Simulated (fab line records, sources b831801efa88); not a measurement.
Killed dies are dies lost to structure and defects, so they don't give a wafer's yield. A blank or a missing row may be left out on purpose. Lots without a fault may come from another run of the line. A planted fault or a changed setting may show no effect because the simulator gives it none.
A struck lot beside a sound one | flow sky130 | 15 steps out of a route of 708
Sound: wafers L641.2, L641.5, L641.6. Struck: wafer L654.2. (L654.1, L654.5 of the same lot were not struck and are left out.) The cause comes at the end.
At each step with rows: each side's tool, then ch and its chambers, then its first start. Under that, the readings that differ: sound wafers | struck wafers | difference of the means | sigmas: that difference in standard deviations of wafers without a fault.
alike: readings whose means differ by less than 2 such deviations, and words and numbers that are the same on both sides. not compared: withheld readings, readings that some wafer has no value for, bounds like >300 that may hide the same value, and numbers for which the record gives no deviation and whose values overlap.
The two part at a step that has a row with sigmas, a row that says differs or no value, or rows on one side only. Numbers that don't overlap but have no deviation are shown without sigmas and don't part them. A reading that every wafer of one side lacks parts them only if that side has two wafers or more.

SKY_VIA2_ETCH_14: etches BARC in N2/H2, stops on SiO2, time 45.9 s, target depth 60 nm.
  sound on rie_diel-02 ch 0,3, day 38 07:28; struck on rie_diel-02 ch 2, day 42 03:10
  alike: drypump_motor_current_A, oes_product_au, throttle_valve_pct
  not compared: rf_hours_counter_h
then, 1 step without rows for these wafers: SKY_VIA2_ETCH_15 (etches SiO2 in C4F8/O2/Ar, stops on TiN, target depth 546 nm, time 84 s).
SKY_VIA2_STRIP_16: strips in O2/N2.
  sound on plasma_asher-03 ch 0,1, day 38 07:34; struck on plasma_asher-01 ch 1, day 42 03:16
  reading                     | sound       | struck | difference | sigmas
  drypump_motor_current_A (A) | 5.7 5.8 5.1 | 6.6    | +1.1       | +2
  alike: oes_product_au, strip_time_to_endpoint_s
  not compared: rf_hours_counter_h
then, 3 steps without rows for these wafers: SKY_VIA2_STRIP_17 (strips in post etch residue remover, time 1200 s); SKY_VIA2_CLEAN_18 (cleans in IPA, time 180 s); SKY_VIA2_CLEAN_19 (cleans in O3/DIW).
SKY_VIA2_SPUTTER_20: material TiN, target thk 20 nm, time 80 s.
  sound on pvd_sputter-04, day 38 08:10; struck on pvd_sputter-03, day 42 03:51
  alike: throttle_valve_pct
then, 1 step without rows for these wafers: SKY_VIA2_CVD_21 (deposits W, target thk 420 nm, time 126.4 s).
SKY_VIA2_RS_MEAS_22: measures by four-point-probe.
  sound on film_metro-02, day 38 08:23; struck on film_metro-02, day 42 04:02
  alike: VIA2_W_RS
SKY_VIA2_THK_MEAS_23: measures by xrf.
  sound on film_metro-02, day 38 08:29; struck on film_metro-02, day 42 04:10
  alike: VIA2_W_THK
SKY_VIA2_CMP_24: polishes, stops on SiO2, t overpolish 20 s, target thk 0 nm.
  sound on cmp-01 ch 2,3, day 38 08:35; struck on cmp-02 ch 0, day 42 04:13
  alike: motor_current_A, overpolish_run_s, time_to_endpoint_s
SKY_METAL3_SPUTTER_00: material Ti, target thk 15 nm, time 10 s.
  sound on pvd_sputter-02, day 38 08:50; struck on pvd_sputter-02, day 42 04:31
  alike: throttle_valve_pct
SKY_METAL3_SPUTTER_01: material TiN, target thk 20 nm, time 16.7 s.
  sound on pvd_sputter-02, day 38 08:52; struck on pvd_sputter-02, day 42 04:33
  reading                                    | sound             | struck | difference | sigmas
  model.TiN_of_METAL3_SPUTTER_01.thk_nm (nm) | 19.63 19.74 19.61 | 11.38  | -8.28      |
  alike: throttle_valve_pct
then, 1 step without rows for these wafers: SKY_METAL3_SPUTTER_02 (material AlCu, target thk 735 nm, time 39.1 s).
-- the record jumps here: 9 days lie between the struck wafers' starts before and after (it left off in module METAL3 and takes up again in module PAD_OPEN, whose first step shown is number 708 of the route) --
SKY_PAD_OPEN_PROBE_99:
  sound on prober-01, day 47 18:58; struck on prober-01, day 50 19:13
  reading                  | sound          | struck | difference | sigmas
  defect_limited_yield (%) | 81.7 83.3 82.3 | 78.5   | -3.9       | -2
  killed_at_front_end      | 13 11 10       | 24     | +13        | +3
  killed_dies              | 90 82 87       | 106    | +20        | +2
  sort_n_pass              | 402 410 405    | 386    | -20        | -2
  sort_yield_pct (%)       | 81.7 83.3 82.3 | 78.5   | -3.9       | -2
  alike: killed_at_M0_to_M3, killed_at_M4_up, killed_at_contacts, killed_at_other, killed_on_rim, killed_open, killed_short, sort_bin_3_pad_short, sort_bin_5_function, sort_bin_6_memory

WHERE THEY PART
First at SKY_VIA2_STRIP_16; last, within this record, at SKY_PAD_OPEN_PROBE_99.

WHY: what the simulator had put in
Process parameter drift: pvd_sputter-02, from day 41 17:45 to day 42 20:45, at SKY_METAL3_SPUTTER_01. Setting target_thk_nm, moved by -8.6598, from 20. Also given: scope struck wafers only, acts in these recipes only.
